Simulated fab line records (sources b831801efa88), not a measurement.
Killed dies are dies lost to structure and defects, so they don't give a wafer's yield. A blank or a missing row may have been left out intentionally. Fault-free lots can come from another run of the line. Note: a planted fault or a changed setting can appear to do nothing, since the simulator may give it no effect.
Split-lot experiment	flow sky130	23 wafers read from 5 lots, route of 708 steps

THE SPLIT ITSELF
At SKY_FIELD_ISO_OXIDATION_01 (stabilise 600 s, purge 300 s, target thk 12 nm), the setting temp-c was moved away from the recipe's 900 C on 15 of the 23 wafers read, by -1.8% to +1.2%. All remaining wafers had this setting at the recipe value.

Between the split and the reading, the file records no step.

THE READING
FIELD_ISO_OXIDATION_00_THK in nanometres, read at SKY_FIELD_ISO_THK_MEAS_02. On this fab line, fault-free wafers typically give 11.93 nm with a standard deviation of 0.15 nm.

wafer	tool, chamber at the split	temp-c as run, C	against the recipe	FIELD_ISO_OXIDATION_00_THK, nm	against lot-mates on the recipe
L074.1	-, -	883.6	-1.8%	10.10	no lot-mate on the recipe
L074.2	-, -	883.6	-1.8%	9.87	no lot-mate on the recipe
L074.3	-, -	883.6	-1.8%	9.88	no lot-mate on the recipe
L074.4	-, -	883.6	-1.8%	10.04	no lot-mate on the recipe
L074.5	-, -	883.6	-1.8%	10.06	no lot-mate on the recipe
L076.1	-, -	910.6	+1.2%	13.16	no lot-mate on the recipe
L076.2	-, -	910.6	+1.2%	13.41	no lot-mate on the recipe
L076.3	-, -	910.6	+1.2%	13.24	no lot-mate on the recipe
L076.5	-, -	910.6	+1.2%	13.36	no lot-mate on the recipe
L076.6	-, -	910.6	+1.2%	13.16	no lot-mate on the recipe
L079.1	furnace-02, 0	900	recipe	11.79	-
L079.3	furnace-02, 0	900	recipe	11.87	-
L079.5	furnace-02, 0	900	recipe	11.82	-
L082.1	-, -	900	recipe	12.11	-
L082.2	-, -	900	recipe	11.78	-
L082.4	-, -	900	recipe	12.13	-
L082.5	-, -	900	recipe	11.83	-
L082.6	-, -	900	recipe	11.99	-
L084.1	-, -	908.5	+0.9%	12.89	no lot-mate on the recipe
L084.2	-, -	908.5	+0.9%	12.75	no lot-mate on the recipe
L084.4	-, -	908.5	+0.9%	12.88	no lot-mate on the recipe
L084.5	-, -	908.5	+0.9%	13.01	no lot-mate on the recipe
L084.6	-, -	908.5	+0.9%	12.83	no lot-mate on the recipe

FIT RESULTS
A straight line over all 23 wafers: FIELD_ISO_OXIDATION_00_THK changes by +1.07 nm for each +1% of temp-c; r = +0.99; the points scatter about the line by 0.13 nm.
Too few moved wafers with a lot-mate on the recipe to fit a line net of each lot's own level.

THE WHOLE CHAIN: every reading that the file lists as answering this split, in the file's order
step	what it does	reading	change (the file's fit)	r (the file's)
SKY_FIELD_ISO_OXIDATION_01	stabilise 600 s, purge 300 s, target thk 12 nm	SiO2_of_FIELD_ISO_OXIDATION_01.thk-nm (the simulator's own value, which no gauge read)	+1.07 nm for each +1% of the setting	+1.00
SKY_FIELD_ISO_THK_MEAS_02		FIELD_ISO_OXIDATION_00_THK	+1.07 for each +1% of the setting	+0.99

FILE'S OWN FIT
FIELD_ISO_OXIDATION_00_THK changes by +1.07 nm for each +1% of temp-c, r = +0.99.
